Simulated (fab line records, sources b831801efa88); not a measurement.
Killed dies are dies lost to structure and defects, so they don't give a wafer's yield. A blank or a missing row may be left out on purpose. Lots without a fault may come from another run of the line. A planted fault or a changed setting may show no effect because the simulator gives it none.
Chamber matching | flow sky130 | SKY_LI_CONTACT_CMP_24 on cmp-01: 4 sister chambers
The step polishes, stops on PSG, t overpolish 20 s, target thk 0 nm. 8 wafers are shown with their chamber, then 7 later ones without.

WAFERS WITH THEIR CHAMBER
wafer  | chamber | motor_current_A (A) | time_to_endpoint_s (s)
L521.4 | 0       | 9.9                 | 91
L523.6 | 3       | 10.8                | 92
L525.6 | 3       | 10.1                | 90
L528.3 | 2       | 10.5                | 96
L528.4 | 1       | 11.4                | 85
L528.6 | 1       | 11.4                | 91
L533.1 | 0       | 10.3                | 101
L533.2 | 2       | 9.8                 | 94

WAFERS WITHOUT THEIR CHAMBER
wafer  | motor_current_A (A) | time_to_endpoint_s (s)
L533.3 | 12.0                | 96
L541.2 | 11.7                | 92
L541.3 | 10.3                | 89
L541.6 | 10.3                | 93
L543.1 | 11.0                | 92
L543.4 | 10.6                | 99
L543.6 | 10.6                | 97

WHICH CHAMBER EACH WENT THROUGH
wafer  | from the rows above               | in truth
L533.3 | can't be placed: 1 or 3           | 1
L541.2 | 1                                 | 1
L541.3 | can't be placed: 3 or 2 or 0      | 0
L541.6 | can't be placed: 3 or 2 or 0      | 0
L543.1 | can't be placed: 1 or 3 or 2 or 0 | 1
L543.4 | can't be placed: 0 or 2 or 3 or 1 | 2
L543.6 | can't be placed: 2 or 0 or 3 or 1 | 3
Placed correctly: 1 of 7. Can't be placed from these rows: 6 (the true chamber is among the candidates in 6). Placed wrongly: 0.
How it was worked out, from the rows above alone: a wafer's distance from a chamber is the root of the sum, over the readings, of the square of ((its reading less the chamber's mean) divided by the reading's scatter). The wafer belongs to the nearest chamber; if the next one is less than 2 further off, it can't be placed. A chamber's mean is the mean of its shown wafers. The scatter: the root of (the sum of the squares of (reading less its chamber's mean) over the shown wafers, divided by (wafers less chambers)).
